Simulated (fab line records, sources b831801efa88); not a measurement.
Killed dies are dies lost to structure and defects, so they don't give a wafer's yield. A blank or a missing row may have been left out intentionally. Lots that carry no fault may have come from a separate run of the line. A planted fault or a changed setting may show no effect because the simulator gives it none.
8D (eight disciplines) problem report, filled in by code ; flow sky130 ; the parts of the form that need people (team, actions taken, sign-off) are left out

1. WHAT IS WRONG
oes-product-au at SKY_PAD_OPEN_ETCH_07 reads a mean of 0.846 a.u. on 3 wafers of 2 lots; wafers without a fault read 0.978 a.u. with a standard deviation of 0.0074. Relative to the usual mean, that is a shift of -18 standard deviations.
The step: etches the open film in CF4/O2, stops on AlCu, target depth 725 nm, time 161.1 s.
Earliest sighting: wafer L403.3 on rie-diel-03 at day 49 18:13. At this step, 36 wafers from 12 lots have a number in the record. The rule behind "out" and "out of limits": a value lying over 4 standard deviations away from the usual mean. The other wafers with a number count as sound.

2. WHAT IT IS, AND WHAT IT ISN'T
question;is;is not
which readings at this step;oes-product-au;drypump-motor-current-A
which lots;L403, L404;L386, L387, L388, L389, L390, L391, L397, L400, L406, L409
which wafers of those lots;L403.3, L403.6, L404.5;L403.1, L404.1, L404.6
read on which tools;rie-diel-03;rie-diel-01, rie-diel-04
when;from day 49 18:13;"up to then (25 sound wafers); but 8 sound wafers of L404, L406, L409 came after"

3. THE SUSPECTS, EACH WITH WHAT RULES IT OUT
Counting: a tool at a process step up to the reading stays a suspect if it ran every lot that is out. Sound lots after the first of them don't rule it out here, since some wafers of a struck lot are sound.
- rie-metal-04 at SKY_METAL5_DESCUM_14 (chemistry O2, time 11 s): kept. Every lot that is out went through it, the first being L403 (day 48 05:44); the last sound lot it ran before that was L388 (day 45 06:30).
- pecvd-04 at SKY_PASSIVATION_CVD_02 (deposits Si3N4, target thk 540 nm): kept. Every lot that is out went through it, the first being L403 (day 48 06:41); the last sound lot it ran before that was L400 (day 47 18:16).
- rie-diel-03 at SKY_PAD_OPEN_ETCH_07 (etches the open film in CF4/O2, stops on AlCu, target depth 725 nm, time 161.1 s): kept. Every lot that is out went through it, the first being L403 (day 49 18:13); the last sound lot it ran before that was L400 (day 49 07:25). On those wafers its own readings are out: oes-product-au.
- Within rie-diel-03 at SKY_PAD_OPEN_ETCH_07: the wafers that are out ran in chamber 3; their sound lot-mates ran in chambers 0, 1.
Still standing after the count: rie-metal-04 at SKY_METAL5_DESCUM_14, pecvd-04 at SKY_PASSIVATION_CVD_02, rie-diel-03 at SKY_PAD_OPEN_ETCH_07.

4. THE CAUSE (what the simulator had put in)
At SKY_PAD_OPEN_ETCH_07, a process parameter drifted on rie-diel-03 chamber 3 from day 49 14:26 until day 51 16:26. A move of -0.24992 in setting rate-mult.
3 suspects survive the count, and this tool is in that group.

5. SEQUENCE OF EFFECTS, ordered by route
Each row: a reading whose mean over the struck wafers that have a number lies more than 3 standard deviations from the usual. Only readings for which the record gives a usual standard deviation are gone through. hours: the time from each lot's start at the first step in this table that gives one to its start at this step, as a median over the lots. sigmas: the change in usual standard deviations.
hours;step;reading;usual;on struck wafers;change;sigmas
0;SKY_PAD_OPEN_ETCH_07;oes-product-au;0.978 a.u.;0.846;-0.132;-18
0;SKY_PAD_OPEN_ETCH_07;throttle-valve-pct;5.963 %;5.927;-0.036;-4.0
3;SKY_PAD_OPEN_PROBE_99;defect-limited-yield;82.3 %;0.0;-82.3;-46
3;SKY_PAD_OPEN_PROBE_99;killed-at-other;0.3;414.3;+414.0;+99 or more
3;SKY_PAD_OPEN_PROBE_99;killed-dies;87;492;+405;+46
3;SKY_PAD_OPEN_PROBE_99;killed-on-rim;17;96;+79;+20
3;SKY_PAD_OPEN_PROBE_99;sort_bin_5_function;10.4 %;93.4;+83.0;+59
3;SKY_PAD_OPEN_PROBE_99;sort-n-pass;405;0;-405;-46
3;SKY_PAD_OPEN_PROBE_99;sort-yield-pct;82.3 %;0.0;-82.3;-46
It contains these process steps:
- SKY_PAD_OPEN_ETCH_07: etches the open film in CF4/O2, stops on AlCu, target depth 725 nm, time 161.1 s.
- SKY_PAD_OPEN_PROBE_99

6. WHAT WOULD HAVE CAUGHT IT SOONER
The fault began at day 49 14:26; the first out-of-limits reading in this record came at day 49 18:13, 4 hours later.
